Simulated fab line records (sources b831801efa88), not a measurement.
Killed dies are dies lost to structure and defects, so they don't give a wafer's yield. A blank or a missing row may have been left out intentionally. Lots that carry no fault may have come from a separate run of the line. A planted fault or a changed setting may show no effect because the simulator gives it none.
fab line records	flow gf180mcu	part 1 of 2: steps 1 to 32 of 41
record lots=5	wafers=15	lastDay=34
route steps=602 shown M3@418 V3@429 M4@456
lots with no fault: from the same line, run without faults
startH: hours from the record's first day to the start of the lot's first wafer shown	waitH: hours from the lot's prior step to this one	" the same as in the row above	L1.1+2: a row that stands for several wafers	- no value, or no start given	* or withheld: withheld	< > ~ a bound
route shown NAME@n: names a module that has steps shown in the file, with the first one's number in the route	usual: mean/standard deviation taken from wafers without a fault	same: alike in all rows	chamber/n: place in a boat	sites: each site's reading	_std_site: standard deviation across them	_edge_site: outer sites' mean less inner sites'	radiusMm: for every site, how far away it sits from the centre of the wafer	mask NAME#n: copy n	behind: tool/chamber where the wafer was last shaped	hold: why the lot went on hold/how many hours it stayed there/how the hold came to an end	device: the transistor (n, p or np) that didn't switch	end of line: at the end of the route, the tests of the same wafers	a step with no rows: only its recipe	killed: dies lost to structure and defects at the first sort, not the wafer's yield	map: the dies of a wafer, with x for killed, . for not killed, _ for no die there
set.NAME: setting as actually run; set.NAME@STEP: the setting as run at that earlier step	model.NAME: the simulator's own value behind a step, which no gauge read
lots at some steps of the route; a table a step, a row a wafer
services: when a tool's chamber went out of use (startH, in hours from the record's first day, below 0 if earlier), for how many hours, and the reason
## steps
# step GF_M3_COAT_09
# recipe resist=KrF	spinRpm=withheld	resistThkNm=1000
lot.wafer	tool	chamber	startH	waitH
L087.2+3+4	lithoTrack-02	0	594.75	0.1
L090.3+5+6	lithoTrack-04	0	608.86	0.1
L091.4+5+6	lithoTrack-03	0	618.89	0.1
L094.3+5+6	lithoTrack-04	0	640.76	0.1
L095.3+5+6	lithoTrack-03	0	647.92	0.1
# step GF_M3_SOFTBAKE_10
# recipe tempC=130	timeS=60	resist=KrF
lot.wafer	tool	chamber	startH	waitH
L087.2+3+4	lithoTrack-02	0	594.90	0.1
L090.3+5+6	lithoTrack-04	0	609.01	0.1
L091.4+5+6	lithoTrack-03	0	619.04	0.1
L094.3+5+6	lithoTrack-04	0	640.91	0.1
L095.3+5+6	lithoTrack-03	0	648.07	0.1
# step GF_M3_EXPOSE_11
# recipe maskId=Metal3	targetCdNm=280	na=0.68	sourceShape=conventional	sigmaOuter=0.6	doseMj=28
lot.wafer	tool	chamber	startH	waitH	mask
L087.2+3+4	krfScanner-01	0	-	-	Metal3#0
L090.3+5+6	krfScanner-01	0	-	-	Metal3#0
L091.4+5+6	krfScanner-02	0	-	-	Metal3#0
L094.3+5+6	krfScanner-01	0	-	-	Metal3#0
L095.3+5+6	krfScanner-01	0	-	-	Metal3#0
# step GF_M3_PEB_12
# recipe pebTempC=135	pebTimeS=90	resist=KrF
# same pebTimeS=90
lot.wafer	tool	chamber	startH	waitH
L087.2+3+4	lithoTrack-03	0	-	-
L090.3+5+6	lithoTrack-04	0	-	-
L091.4+5+6	lithoTrack-04	0	-	-
L094.3+5+6	lithoTrack-02	0	-	-
L095.3+5+6	lithoTrack-04	0	-	-
# step GF_M3_DEVELOP_13
# recipe developTimeS=60	devTempC=21
lot.wafer	tool	chamber	startH	waitH
L087.2+3+4	lithoTrack-03	0	605.14	0.2
L090.3+5+6	lithoTrack-04	0	619.11	0.1
L091.4+5+6	lithoTrack-04	0	629.18	0.1
L094.3+5+6	lithoTrack-02	0	651.17	0.1
L095.3+5+6	lithoTrack-04	0	658.16	0.1
# step GF_M3_CD_MEAS_14
# recipe targetCdNm=280
# usual cdNm=279.8/1.4
lot.wafer	tool	chamber	startH	waitH	cdNm
L087.2	cdSem-02	-	605.29	0.1	278.5
L087.3	"	-	"	"	279.7
L087.4	"	-	"	"	278.7
L090.3	cdSem-01	-	619.25	0.1	281.3
L090.5	"	-	"	"	280.5
L090.6	"	-	"	"	279.6
L091.4	cdSem-02	-	629.32	0.1	277.8
L091.5	"	-	"	"	278.1
L091.6	"	-	"	"	277.5
L094.3	cdSem-02	-	651.31	0.1	280.0
L094.5	"	-	"	"	279.3
L094.6	"	-	"	"	280.5
L095.3	cdSem-01	-	658.30	0.1	279.1
L095.5	"	-	"	"	279.0
L095.6	"	-	"	"	278.2
# step GF_M3_OVL_MEAS_15
# usual M3_OVL=-2/6
lot.wafer	tool	chamber	startH	waitH	M3_OVL[nm]
L087.2	overlay-01	-	605.39	0.1	-3
L087.3	"	-	"	"	-2
L087.4	"	-	"	"	-8
L090.3	overlay-02	-	619.34	0.1	2
L090.5	"	-	"	"	-5
L090.6	"	-	"	"	-6
L091.4	overlay-01	-	629.40	0.1	3
L091.5	"	-	"	"	4
L091.6	"	-	"	"	3
L094.3	overlay-01	-	651.41	0.1	-11
L094.5	"	-	"	"	-5
L094.6	"	-	"	"	-9
L095.3	overlay-02	-	658.39	0.1	-6
L095.5	"	-	"	"	0
L095.6	"	-	"	"	-2
# step GF_M3_METAL_ETCH_16
# recipe chemistry=Cl2/BCl3	maskMaterial=KrF	targetDepthNm=750.8	stopOn=SiO2	pressureMtorr=8	icpW=800	biasW=140	Cl2_flow_sccm=80	bcl3FlowSccm=40	timeS=125.1
# usual drypumpMotorCurrentA=6.1/0.37	oesProductAu=0.992/0.0054	rfFwdPowerW=796.3/2.5	throttleValvePct=28.227/0.0094
lot.wafer	tool	chamber	startH	waitH	drypumpMotorCurrentA	oesProductAu	rfFwdPowerW	rfHoursCounterH	throttleValvePct
L087.2	rieMetal-01	1	605.42	0.0	5.5	0.996	793.4	3	28.211
L087.3	"	0	"	"	6.2	0.993	798.2	-	28.239
L087.4	"	1	"	"	5.5	1.002	794.4	-	28.228
L090.3	rieMetal-02	0	619.42	0.1	6.4	0.990	799.1	-	28.226
L090.5	"	0	"	"	6.4	0.989	798.5	-	28.242
L090.6	"	1	"	"	6.6	0.991	797.9	-	28.223
L091.4	rieMetal-03	1	629.46	0.1	5.8	0.989	792.5	-	28.234
L091.5	"	1	"	"	5.8	0.990	795.2	-	28.236
L091.6	"	0	"	"	6.1	0.990	795.3	-	28.238
L094.3	rieMetal-01	0	651.47	0.1	6.2	1.000	797.5	-	28.236
L094.5	"	1	"	"	5.6	0.994	796.6	-	28.230
L094.6	"	0	"	"	6.2	0.996	789.3	-	28.225
L095.3	rieMetal-01	0	658.46	0.1	6.2	0.990	793.1	-	28.221
L095.5	"	1	"	"	5.5	0.994	798.4	-	28.213
L095.6	"	0	"	"	6.2	1.003	796.2	-	28.224
# step GF_M3_STRIP_17
# recipe chemistry=O2/N2	powerW=1400	pressureMtorr=1500	platenTempC=250	o2FlowSccm=3000	n2FlowSccm=300	overashFraction=0.5
# usual drypumpMotorCurrentA=5.5/0.55	heaterPowerW=340/24	oesProductAu=0.537/0.0052	stripTimeToEndpointS=7.37/0.043
lot.wafer	tool	chamber	startH	waitH	drypumpMotorCurrentA	heaterPowerW	oesProductAu	rfHoursCounterH	stripTimeToEndpointS
L087.2	plasmaAsher-03	0	605.55	0.1	6.2	303	0.534	52	7.32
L087.3	"	0	"	"	6.2	311	0.548	-	7.39
L087.4	"	1	"	"	5.5	327	0.539	-	7.35
L090.3	plasmaAsher-02	0	619.57	0.1	5.1	351	0.542	-	7.42
L090.5	"	0	"	"	5.1	359	0.538	-	7.40
L090.6	"	1	"	"	4.6	348	0.538	-	7.38
L091.4	plasmaAsher-02	1	629.58	0.1	4.6	350	0.536	-	7.39
L091.5	"	1	"	"	4.6	350	0.536	-	7.39
L091.6	"	0	"	"	5.1	358	0.547	-	7.43
L094.3	plasmaAsher-01	0	651.59	0.1	6.1	341	0.546	-	7.33
L094.5	"	0	"	"	6.1	335	0.541	-	7.36
L094.6	"	1	"	"	5.1	376	0.536	-	7.38
L095.3	plasmaAsher-03	0	658.58	0.1	6.2	312	0.544	-	7.38
L095.5	"	0	"	"	6.2	319	0.536	-	7.36
L095.6	"	1	"	"	5.5	326	0.529	-	7.34
# step GF_M3_STRIP_18
# recipe chemistry=postEtchResidueRemover	timeS=1200	tempC=72.5
lot.wafer	tool	chamber	startH	waitH
L087.2+3+4	wetBench-04	0	605.65	0.1
L090.3+5+6	wetBench-02	0	619.64	0.0
L091.4+5+6	wetBench-03	0	629.64	0.0
L094.3+5+6	wetBench-02	3	651.66	0.0
L095.3+5+6	wetBench-02	2	658.64	0.0
# step GF_M3_CLEAN_19
# recipe chemistry=DIW	dry=n2Spin
lot.wafer	tool	chamber	startH	waitH
L087.2+3+4	wetBench-04	0	606.03	0.0
L090.3+5+6	wetBench-03	2	619.98	0.0
L091.4+5+6	wetBench-04	0	629.98	0.0
L094.3+5+6	wetBench-03	2	652.00	0.0
L095.3+5+6	wetBench-03	0	659.39	0.0
# step GF_V3_CVD_00
# recipe material=SiO2	targetThkNm=600	sigmaOpenFrac=0.3	tempC=400	timeS=100	sih4FlowSccm=60	pressureMtorr=6
lot.wafer	tool	chamber	startH	waitH
L087.2+3+4	hdpcvd-02	2,1,0	606.13	0.0
L090.3+5+6	hdpcvd-02	0,2,1	620.07	0.0
L091.4+5+6	hdpcvd-01	1,0,2	630.20	0.0
L094.3+5+6	hdpcvd-02	0,0,1	652.09	0.0
L095.3+5+6	hdpcvd-01	1,1,2	659.48	0.0
# step GF_V3_THK_MEAS_01
# recipe reads=SiO2_of_V3_CVD_00
# usual V3_CVD_00_THK=600/5.7
lot.wafer	tool	chamber	startH	waitH	V3_CVD_00_THK[nm]
L087.2	filmMetro-03	-	606.21	0.0	600
L087.3	"	-	"	"	611
L087.4	"	-	"	"	604
L090.3	filmMetro-03	-	620.16	0.1	602
L090.5	"	-	"	"	595
L090.6	"	-	"	"	600
L091.4	filmMetro-03	-	630.33	0.1	605
L091.5	"	-	"	"	598
L091.6	"	-	"	"	604
L094.3	filmMetro-01	-	652.19	0.1	600
L094.5	"	-	"	"	605
L094.6	"	-	"	"	599
L095.3	filmMetro-02	-	659.57	0.1	595
L095.5	"	-	"	"	602
L095.6	"	-	"	"	596
# step GF_V3_CVD_02
# recipe material=SiO2	targetThkNm=850	precursor=TEOS	tempC=400	timeS=94.851	rfW=600
# usual heaterPowerW=669/110	rfFwdPowerW=596.6/2.2
lot.wafer	tool	chamber	startH	waitH	heaterPowerW	rfFwdPowerW
L087.2	pecvd-03	1	606.26	0.0	569	593.1
L087.3	"	0	"	"	855	596.6
L087.4	"	2	"	"	771	599.4
L090.3	pecvd-03	0	620.20	0.0	904	595.0
L090.5	"	0	"	"	720	597.2
L090.6	"	2	"	"	609	596.4
L091.4	pecvd-03	0	630.40	0.1	840	598.9
L091.5	"	2	"	"	750	598.0
L091.6	"	1	"	"	641	595.2
L094.3	pecvd-04	0	652.23	0.0	705	593.7
L094.5	"	2	"	"	546	594.1
L094.6	"	0	"	"	728	596.3
L095.3	pecvd-03	0	659.61	0.0	836	601.3
L095.5	"	2	"	"	762	596.2
L095.6	"	1	"	"	497	595.0
# step GF_V3_THK_MEAS_03
# recipe reads=SiO2_of_V3_CVD_02
# usual V3_CVD_02_THK=850/9.6
lot.wafer	tool	chamber	startH	waitH	V3_CVD_02_THK[nm]
L087.2	filmMetro-02	-	606.34	0.0	844
L087.3	"	-	"	"	836
L087.4	"	-	"	"	857
L090.3	filmMetro-03	-	620.29	0.1	843
L090.5	"	-	"	"	866
L090.6	"	-	"	"	856
L091.4	filmMetro-03	-	630.46	0.0	861
L091.5	"	-	"	"	859
L091.6	"	-	"	"	860
L094.3	filmMetro-03	-	652.31	0.1	836
L094.5	"	-	"	"	861
L094.6	"	-	"	"	855
L095.3	filmMetro-03	-	659.70	0.1	849
L095.5	"	-	"	"	857
L095.6	"	-	"	"	864
# step GF_V3_CMP_04
# recipe material=SiO2	downForcePsi=4	platenRpm=60	padVelocityMS=0.94248
# usual motorCurrentA=11.5/0.66	timeToEndpointS=81/4.7
lot.wafer	tool	chamber	startH	waitH	motorCurrentA	timeToEndpointS
L087.3	cmp-01	3	606.39	0.0	10.4	79
L087.2	"	1	"	"	11.5	81
L087.4	"	2	"	"	10.2	86
L090.3	cmp-02	0	620.38	0.1	12.6	73
L090.6	"	3	"	"	11.6	81
L090.5	"	0	"	"	12.6	84
L091.4	cmp-01	0	630.49	0.0	11.1	81
L091.5	"	0	"	"	11.3	84
L091.6	"	1	"	"	11.3	84
L094.3	cmp-01	1	652.40	0.1	12.1	74
L094.6	"	1	"	"	12.1	82
L094.5	"	2	"	"	11.5	84
L095.3	cmp-02	2	659.75	0.0	11.2	79
L095.6	"	2	"	"	10.9	84
L095.5	"	3	"	"	11.9	82
# step GF_V3_BOW_MEAS_05
# recipe mode=bow
# usual V3_BOW=116/7.8
lot.wafer	tool	chamber	startH	waitH	V3_BOW[um]
L087.2	filmMetro-03	-	606.71	0.2	118
L087.3	"	-	"	"	111
L087.4	"	-	"	"	118
L090.3	filmMetro-03	-	620.67	0.2	123
L090.5	"	-	"	"	129
L090.6	"	-	"	"	126
L091.4	filmMetro-03	-	630.85	0.3	107
L091.5	"	-	"	"	118
L091.6	"	-	"	"	121
L094.3	filmMetro-03	-	652.74	0.3	116
L094.5	"	-	"	"	116
L094.6	"	-	"	"	124
L095.3	filmMetro-02	-	660.09	0.3	107
L095.5	"	-	"	"	107
L095.6	"	-	"	"	118
# step GF_V3_DEHYDRATE_06
# recipe tempC=200	timeS=60
lot.wafer	tool	chamber	startH	waitH
L087.2+3+4	lithoTrack-03	0	616.29	9.6
L090.3+5+6	lithoTrack-01	0	630.34	9.6
L091.4+5+6	lithoTrack-01	0	640.31	9.4
L094.3+5+6	lithoTrack-01	0	662.14	9.4
L095.3+5+6	lithoTrack-04	0	669.41	9.3
# step GF_V3_HMDS_07
# recipe primeTimeS=60	primeTempC=120
lot.wafer	tool	chamber	startH	waitH
L087.2+3+4	lithoTrack-03	0	616.44	0.1
L090.3+5+6	lithoTrack-01	0	630.49	0.1
L091.4+5+6	lithoTrack-01	0	640.46	0.1
L094.3+5+6	lithoTrack-01	0	662.29	0.1
L095.3+5+6	lithoTrack-04	0	669.56	0.1
# step GF_V3_COAT_08
# recipe resist=BARC	tempC=withheld	timeS=withheld	spinRpm=withheld	resistThkNm=withheld
lot.wafer	tool	chamber	startH	waitH
L087.2+3+4	lithoTrack-03	0	616.59	0.1
L090.3+5+6	lithoTrack-01	0	630.64	0.1
L091.4+5+6	lithoTrack-01	0	640.61	0.1
L094.3+5+6	lithoTrack-01	0	662.44	0.1
L095.3+5+6	lithoTrack-04	0	669.71	0.1
# step GF_V3_COAT_09
# recipe resist=KrF	spinRpm=withheld	resistThkNm=1000
lot.wafer	tool	chamber	startH	waitH
L087.2+3+4	lithoTrack-03	0	-	-
L090.3+5+6	lithoTrack-01	0	-	-
L091.4+5+6	lithoTrack-01	0	-	-
L094.3+5+6	lithoTrack-01	0	-	-
L095.3+5+6	lithoTrack-04	0	-	-
# step GF_V3_SOFTBAKE_10
# recipe tempC=130	timeS=60	resist=KrF
lot.wafer	tool	chamber	startH	waitH
L087.2+3+4	lithoTrack-03	0	-	-
L090.3+5+6	lithoTrack-01	0	-	-
L091.4+5+6	lithoTrack-01	0	-	-
L094.3+5+6	lithoTrack-01	0	-	-
L095.3+5+6	lithoTrack-04	0	-	-
# step GF_V3_EXPOSE_11
# recipe maskId=Via3	targetCdNm=260	na=0.68	sourceShape=conventional	sigmaOuter=0.6	doseMj=38
lot.wafer	tool	chamber	startH	waitH	mask
L087.2+3+4	krfScanner-02	0	-	-	Via3#0
L090.3+5+6	krfScanner-02	0	-	-	Via3#0
L091.4+5+6	krfScanner-02	0	-	-	Via3#0
L094.3+5+6	krfScanner-01	0	-	-	Via3#0
L095.3+5+6	krfScanner-01	0	-	-	Via3#0
# step GF_V3_PEB_12
# recipe pebTempC=135	pebTimeS=90	resist=KrF
# same pebTimeS=90
lot.wafer	tool	chamber	startH	waitH
L087.2+3+4	lithoTrack-01	0	-	-
L090.3+5+6	lithoTrack-03	0	-	-
L091.4+5+6	lithoTrack-04	0	-	-
L094.3+5+6	lithoTrack-04	0	-	-
L095.3+5+6	lithoTrack-01	0	-	-
# step GF_V3_DEVELOP_13
# recipe developTimeS=60	resist=KrF	devTempC=21
lot.wafer	tool	chamber	startH	waitH
L087.2+3+4	lithoTrack-01	0	626.81	0.2
L090.3+5+6	lithoTrack-03	0	640.77	0.1
L091.4+5+6	lithoTrack-04	0	650.93	0.1
L094.3+5+6	lithoTrack-04	0	672.51	0.1
L095.3+5+6	lithoTrack-01	0	679.24	0.1
# step GF_V3_CD_MEAS_14
# recipe targetCdNm=260
# usual cdNm=259.8/1.2
lot.wafer	tool	chamber	startH	waitH	cdNm
L087.2	cdSem-01	-	626.96	0.1	261.4
L087.3	"	-	"	"	261.1
L087.4	"	-	"	"	261.0
L090.3	cdSem-02	-	640.91	0.1	259.2
L090.5	"	-	"	"	259.2
L090.6	"	-	"	"	260.1
L091.4	cdSem-02	-	651.07	0.1	259.7
L091.5	"	-	"	"	260.9
L091.6	"	-	"	"	260.3
L094.3	cdSem-01	-	672.65	0.1	261.3
L094.5	"	-	"	"	260.1
L094.6	"	-	"	"	260.7
L095.3	cdSem-01	-	679.38	0.1	260.4
L095.5	"	-	"	"	261.0
L095.6	"	-	"	"	260.7
# step GF_V3_OVL_MEAS_15
# usual V3_OVL=1/6.1
lot.wafer	tool	chamber	startH	waitH	V3_OVL[nm]
L087.2	overlay-01	-	627.06	0.1	0
L087.3	"	-	"	"	-8
L087.4	"	-	"	"	-5
L090.3	overlay-02	-	641.00	0.1	-1
L090.5	"	-	"	"	1
L090.6	"	-	"	"	5
L091.4	overlay-02	-	651.15	0.1	0
L091.5	"	-	"	"	1
L091.6	"	-	"	"	0
L094.3	overlay-01	-	672.74	0.1	3
L094.5	"	-	"	"	-3
L094.6	"	-	"	"	-11
L095.3	overlay-02	-	679.47	0.1	5
L095.5	"	-	"	"	-1
L095.6	"	-	"	"	-4
# step GF_V3_ETCH_16
# recipe chemistry=N2/H2	targetDepthA=withheld	overetchA=withheld	timeS=withheld	target=BARC	ionEnergyEv=200	sourceW=500	biasW=100	pressureMtorr=30	n2FlowSccm=100	h2FlowSccm=200
# usual drypumpMotorCurrentA=5.9/0.47	oesProductAu=0.855/0.0047	rfFwdPowerW=495.3/2.2	throttleValvePct=13.225/0.0098
lot.wafer	tool	chamber	startH	waitH	drypumpMotorCurrentA	oesProductAu	rfFwdPowerW	throttleValvePct
L087.2	rieDiel-02	1	627.09	0.0	5.3	0.853	496.0	13.220
L087.3	"	2	"	"	6.2	0.851	493.8	13.223
L087.4	"	0	"	"	5.6	0.859	494.2	13.228
L090.3	rieDiel-02	0	641.02	0.0	5.7	0.859	495.6	13.227
L090.5	"	3	"	"	5.3	0.858	496.1	13.208
L090.6	"	0	"	"	5.7	0.848	494.1	13.232
L091.4	rieDiel-01	2	651.16	0.0	5.6	0.855	492.3	13.203
L091.5	"	2	"	"	5.6	0.847	492.4	13.228
L091.6	"	3	"	"	6.6	0.856	500.1	13.234
L094.3	rieDiel-04	2	672.76	0.0	6.5	0.858	494.2	13.240
L094.5	"	2	"	"	6.5	0.848	496.0	13.236
L094.6	"	3	"	"	6.0	0.856	490.6	13.236
L095.3	rieDiel-04	0	679.49	0.0	5.2	0.861	494.2	13.221
L095.5	"	0	"	"	5.2	0.857	496.9	13.231
L095.6	"	3	"	"	6.0	0.854	492.2	13.208
# step GF_V3_ETCH_17
# recipe chemistry=C4F8/O2/Ar	maskMaterial=KrF	target=SiO2	stopOn=TiN	sourceW=1500	biasW=1200	pressureMtorr=40	c4f8FlowSccm=withheld	O2_flow_sccm=6	Ar_flow_sccm=300	timeS=withheld	targetDepthA=6350
# usual oesProductAu=0.855/0.0048	rfFwdPowerW=1493/4.7
lot.wafer	tool	chamber	startH	waitH	oesProductAu	rfFwdPowerW
L087.2	rieDiel-02	1	-	-	0.855	1497
L087.3	"	2	"	"	0.854	1497
L087.4	"	0	"	"	0.855	1490
L090.3	rieDiel-02	0	-	-	0.848	1487
L090.5	"	3	"	"	0.856	1491
L090.6	"	0	"	"	0.853	1483
L091.4	rieDiel-01	2	-	-	0.861	1488
L091.5	"	2	"	"	0.854	1490
L091.6	"	3	"	"	0.848	1504
L094.3	rieDiel-04	2	-	-	0.850	1493
L094.5	"	2	"	"	0.858	1494
L094.6	"	3	"	"	0.854	1492
L095.3	rieDiel-04	0	-	-	0.857	1490
L095.5	"	0	"	"	0.865	1490
L095.6	"	3	"	"	0.850	1487
# step GF_V3_STRIP_18
# recipe chemistry=O2/N2	powerW=1400	pressureMtorr=1500	platenTempC=250	o2FlowSccm=3000	n2FlowSccm=300	overashFraction=0.5
# usual drypumpMotorCurrentA=5.3/0.6	heaterPowerW=349/19	oesProductAu=0.593/0.005
lot.wafer	tool	chamber	startH	waitH	drypumpMotorCurrentA	heaterPowerW	oesProductAu	rfHoursCounterH
L087.2	plasmaAsher-01	1	627.22	-	5.1	387	0.591	81
L087.3	"	1	"	"	5.1	383	0.587	-
L087.4	"	0	"	"	6.1	335	0.593	-
L090.3	plasmaAsher-01	1	641.19	-	5.1	394	0.597	-
L090.5	"	1	"	"	5.1	388	0.587	-
L090.6	"	0	"	"	6.1	338	0.589	-
L091.4	plasmaAsher-02	1	651.33	-	4.6	348	0.597	-
L091.5	"	0	"	"	5.1	350	0.597	-
L091.6	"	1	"	"	4.6	351	0.594	-
L094.3	plasmaAsher-01	0	672.93	-	6.1	323	0.591	-
L094.5	"	1	"	"	5.1	396	0.588	-
L094.6	"	0	"	"	6.1	341	0.601	-
L095.3	plasmaAsher-01	1	679.66	-	5.1	380	0.600	-
L095.5	"	0	"	"	6.1	333	0.569	-
L095.6	"	1	"	"	5.1	382	0.584	-
# step GF_V3_STRIP_19
# recipe chemistry=postEtchResidueRemover	timeS=1200	tempC=72.5
lot.wafer	tool	chamber	startH	waitH
L087.2+3+4	wetBench-01	0	627.37	0.1
L090.3+5+6	wetBench-01	2	641.25	0.0
L091.4+5+6	wetBench-03	2	651.39	0.0
L094.3+5+6	wetBench-03	0	672.99	0.0
L095.3+5+6	wetBench-01	2	679.76	0.1
# step GF_V3_CLEAN_20
# recipe chemistry=DIW	dry=n2Spin
lot.wafer	tool	chamber	startH	waitH
L087.2+3+4	wetBench-04	3	627.71	0.0
L090.3+5+6	wetBench-04	2	641.59	0.0
L091.4+5+6	wetBench-01	3	651.73	0.0
L094.3+5+6	wetBench-03	3	673.33	0.0
L095.3+5+6	wetBench-03	2	680.14	0.0
